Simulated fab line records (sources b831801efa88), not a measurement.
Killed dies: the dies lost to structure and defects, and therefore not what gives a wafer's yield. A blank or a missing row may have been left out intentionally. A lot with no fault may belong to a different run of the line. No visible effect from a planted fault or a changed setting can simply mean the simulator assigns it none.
Which tool did it? || flow gf180mcu || 11 lots with 33 wafers sampled at 3 steps, on a route of 602 steps

WHAT THE GAUGES READ, wafer by wafer
GF_V2_RS_MEAS_24: measurement is done with a four-point probe.
{"lot": "L352", "measured": "day 20 13:17", "on": "film_metro-04", "V2_W_RS (ohm/sq)": "0.331 0.323 0.321"}
{"lot": "L355", "measured": "day 21 09:54", "on": "film_metro-04", "V2_W_RS (ohm/sq)": "0.329 0.330 0.329"}
{"lot": "L357", "measured": "day 22 04:11", "on": "film_metro-01", "V2_W_RS (ohm/sq)": "0.336 0.332 0.332"}
{"lot": "L363", "measured": "day 24 08:04", "on": "film_metro-04", "V2_W_RS (ohm/sq)": "43.753 43.862 43.684"}
{"lot": "L364", "measured": "day 24 21:46", "on": "film_metro-04", "V2_W_RS (ohm/sq)": "43.963 43.851 43.569"}
{"lot": "L369", "measured": "day 26 12:09", "on": "film_metro-02", "V2_W_RS (ohm/sq)": "0.328 0.333 0.328"}
{"lot": "L371", "measured": "day 26 20:59", "on": "film_metro-04", "V2_W_RS (ohm/sq)": "0.327 0.325 0.327"}
{"lot": "L372", "measured": "day 27 13:29", "on": "film_metro-01", "V2_W_RS (ohm/sq)": "0.328 0.324 0.327"}
{"lot": "L373", "measured": "day 27 19:42", "on": "film_metro-04", "V2_W_RS (ohm/sq)": "0.316 0.327 0.322"}
{"lot": "L374", "measured": "day 28 03:18", "on": "film_metro-04", "V2_W_RS (ohm/sq)": "0.329 0.322 0.324"}
{"lot": "L375", "measured": "day 28 11:49", "on": "film_metro-02", "V2_W_RS (ohm/sq)": "0.330 0.328 0.328"}

TOOL THAT RAN EACH LOT (tool first, then ch and the chambers of the sampled wafers, then the start)
{"lot": "L352", "GF_M2_SPUTTER_00": "pvd_sputter-01, day 18 08:43", "GF_V2_CVD_23": "cvd_w-02 ch 0,1, day 20 13:10"}
{"lot": "L355", "GF_M2_SPUTTER_00": "pvd_sputter-01, day 19 06:37", "GF_V2_CVD_23": "cvd_w-01 ch 0,1, day 21 09:46"}
{"lot": "L357", "GF_M2_SPUTTER_00": "pvd_sputter-04, day 20 01:02", "GF_V2_CVD_23": "cvd_w-01 ch 0, day 22 04:04"}
{"lot": "L363", "GF_M2_SPUTTER_00": "pvd_sputter-03, day 22 07:10", "GF_V2_CVD_23": "cvd_w-01 ch 0,1, day 24 07:56"}
{"lot": "L364", "GF_M2_SPUTTER_00": "pvd_sputter-01, day 22 20:55", "GF_V2_CVD_23": "cvd_w-02 ch 0,1, day 24 21:39"}
{"lot": "L369", "GF_M2_SPUTTER_00": "pvd_sputter-03, day 24 14:49", "GF_V2_CVD_23": "cvd_w-01 ch 0,1, day 26 12:01"}
{"lot": "L371", "GF_M2_SPUTTER_00": "pvd_sputter-01, day 25 00:12", "GF_V2_CVD_23": "cvd_w-01 ch 0,1, day 26 20:49"}
{"lot": "L372", "GF_M2_SPUTTER_00": "pvd_sputter-01, day 25 17:37", "GF_V2_CVD_23": "cvd_w-01 ch 0,1, day 27 13:22"}
{"lot": "L373", "GF_M2_SPUTTER_00": "pvd_sputter-03, day 25 23:47", "GF_V2_CVD_23": "cvd_w-02 ch 0,1, day 27 19:35"}
{"lot": "L374", "GF_M2_SPUTTER_00": "pvd_sputter-03, day 26 08:34", "GF_V2_CVD_23": "cvd_w-02 ch 0,1, day 28 03:10"}
{"lot": "L375", "GF_M2_SPUTTER_00": "pvd_sputter-03, day 26 16:52", "GF_V2_CVD_23": "cvd_w-01 ch 0,1, day 28 11:42"}
- GF_M2_SPUTTER_00: material Ti, target thk 37.5 nm, time 150 s.
- GF_V2_CVD_23: deposits W, target thk 350 nm, time 104.94 s.

THE ANSWER, worked out from the rows above alone
Rule: the usual values come from the lots themselves. The widest of any qualifying gaps counts: lots, ordered by their means at a reading, are off when they make up no more than a third of the lots, leave a main group of 4 or more, and stand apart from it by 3 or more times the standard deviation of that group's means. If all means in a main group match to the digits the tables above print for the reading, that group is not used. A lot without any number at a reading at which 4 lots or more have one is off too. Where the step has rows for the other lots, those lots are counted as sound.
Off: L363, L364, seen at GF_V2_RS_MEAS_24 (V2_W_RS). Mean 0.327 ohm/sq and standard deviation 0.0032 in the main group.
If a tool, at a process step before that reading, ran all the lots that are off and no sound lot after the first of them, it fits. Gauges at GF_V2_RS_MEAS_24: tried the same way as those tools. Of those tried, none fits.

WHAT THE SIMULATOR HAD PUT IN
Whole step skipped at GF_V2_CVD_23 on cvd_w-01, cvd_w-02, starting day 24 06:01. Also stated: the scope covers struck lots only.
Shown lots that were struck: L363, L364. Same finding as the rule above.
